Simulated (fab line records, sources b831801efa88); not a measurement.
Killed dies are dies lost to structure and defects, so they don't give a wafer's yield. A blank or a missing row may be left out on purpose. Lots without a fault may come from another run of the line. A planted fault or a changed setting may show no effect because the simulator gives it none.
Which tool did it? | flow gf180mcu | 6 lots, 18 wafers sampled, at 4 steps of a route of 602

WHAT THE GAUGES READ, wafer by wafer
GF_PASSIVATION_THK_MEAS_03.
lot  | measured     | on            | PASSIVATION_CVD_02_THK (nm)
L860 | day 28 18:05 | film_metro-03 | 703 698 719
L863 | day 29 16:40 | film_metro-03 | 698 709 705
L865 | day 30 07:42 | film_metro-03 | 703 716 705
L867 | day 30 22:56 | film_metro-04 | 704 704 707
L870 | day 31 18:58 | film_metro-04 | 706 698 720
L873 | day 32 13:44 | film_metro-03 | 698 717 709

WHICH TOOL RAN EACH LOT (tool, then ch and the chambers of the sampled wafers, then the start)
lot  | GF_DUAL_GATE_OXIDATION_02     | GF_MIM_SPUTTER_03            | GF_V5_STRIP_18
L860 | furnace-01 ch 0, day 8 03:31  | pvd_sputter-03, day 25 02:53 | plasma_asher-02 ch 0,1, day 27 19:47
L863 | furnace-01 ch 0, day 8 23:53  | pvd_sputter-04, day 26 04:31 | plasma_asher-04 ch 0,1, day 28 18:53
L865 | furnace-01 ch 0, day 9 12:33  | pvd_sputter-04, day 26 19:56 | plasma_asher-01 ch 0, day 29 09:44
L867 | furnace-01 ch 0, day 10 04:05 | pvd_sputter-04, day 27 14:05 | plasma_asher-04 ch 0,1, day 30 02:11
L870 | furnace-01 ch 0, day 11 00:25 | pvd_sputter-01, day 28 12:37 | plasma_asher-04 ch 0,1, day 30 23:14
L873 | furnace-02 ch 0, day 11 18:56 | pvd_sputter-01, day 29 10:19 | plasma_asher-02 ch 0,1, day 31 17:47
- GF_DUAL_GATE_OXIDATION_02: stabilise 600 s, purge 300 s, target thk 10.887 nm.
- GF_MIM_SPUTTER_03: material Ti, target thk 10 nm, time 6.7 s.
- GF_V5_STRIP_18: strips in O2/N2.

THE ANSWER, worked out from the rows above alone
Rule: what is usual is taken from the lots themselves. Put in order of their means at a reading, lots are off if they are a third of the lots or fewer, leave a main group of 4 or more, and stand apart from it by a gap of 3 or more times the standard deviation of the main group's means; of several such gaps the widest counts. A main group whose means are all the same, to the digits that the tables above print for the reading, isn't used. A lot without any number at a reading at which 4 lots or more have one is off too. The other lots that the step has rows for count as sound.
No lot is off at any reading shown: from this, nothing can be told.

WHAT THE SIMULATOR HAD PUT IN
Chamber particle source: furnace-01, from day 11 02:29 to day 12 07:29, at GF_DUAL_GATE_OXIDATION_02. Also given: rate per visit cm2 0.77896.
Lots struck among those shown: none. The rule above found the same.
